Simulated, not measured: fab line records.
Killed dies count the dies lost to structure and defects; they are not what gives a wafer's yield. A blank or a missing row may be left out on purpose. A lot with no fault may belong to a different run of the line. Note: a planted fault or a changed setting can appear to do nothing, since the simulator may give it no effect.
Which tool is to blame? | flow gf180mcu | 6 lots with 18 wafers sampled at 2 steps, on a route of 602 steps

## WHAT THE GAUGES READ, wafer by wafer
GF_V3_THK_MEAS_03.
lot  | measured     | on           | V3_CVD_02_THK (nm)
L606 | day 22 05:25 | filmMetro-03 | 848 852 871
L609 | day 23 12:22 | filmMetro-03 | 839 841 842
L613 | day 25 01:01 | filmMetro-01 | 846 852 849
L620 | day 26 22:40 | filmMetro-01 | 902 893 911 902 891 912
L623 | day 27 12:05 | filmMetro-03 | 853 859 883
L627 | day 28 18:07 | filmMetro-03 | 846 842 864

## WHAT TOOL EACH LOT RAN ON (gives the tool, then ch and the chambers of the sampled wafers, and finally the start)
lot  | GF_V3_CVD_02
L606 | pecvd-01 ch 0,1, day 22 05:21
L609 | pecvd-03 ch 0,1,2, day 23 12:17
L613 | pecvd-01 ch 0,1,2, day 25 00:57
L620 | pecvd-01 ch 0,2, day 26 22:35
L623 | pecvd-03 ch 0,1,2, day 27 12:01
L627 | pecvd-02 ch 0,1,2, day 28 18:02
- GF_V3_CVD_02: deposits SiO2 from TEOS, target thk 850 nm, time 94.851 s.

## THE ANSWER, worked out from the rows above alone
Rule: the lots themselves supply what counts as usual. The widest of any qualifying gaps counts: lots, ordered by their means at a reading, are off when they make up no more than a third of the lots, leave a main group of 4 or more, and stand apart from it by 3 or more times the standard deviation of that group's means. Not used: any main group whose means are identical at the precision the tables above print for the reading. Also off: a lot with no number at a reading for which 4 or more lots have one. All remaining lots with rows at the step are treated as sound.
Off: L620, seen at GF_V3_THK_MEAS_03 (V3_CVD_02_THK). For the main group the mean is 852 nm and the standard deviation 8.2.
If a tool, at a process step before that reading, ran all the lots that are off and no sound lot after the first of them, it fits. Gauges at GF_V3_THK_MEAS_03: tried the same way as those tools. Undecided on this evidence; 2 tools fit (pecvd-01 at GF_V3_CVD_02, filmMetro-01 at GF_V3_THK_MEAS_03).

## WHAT HAD BEEN PUT IN BY THE SIMULATOR
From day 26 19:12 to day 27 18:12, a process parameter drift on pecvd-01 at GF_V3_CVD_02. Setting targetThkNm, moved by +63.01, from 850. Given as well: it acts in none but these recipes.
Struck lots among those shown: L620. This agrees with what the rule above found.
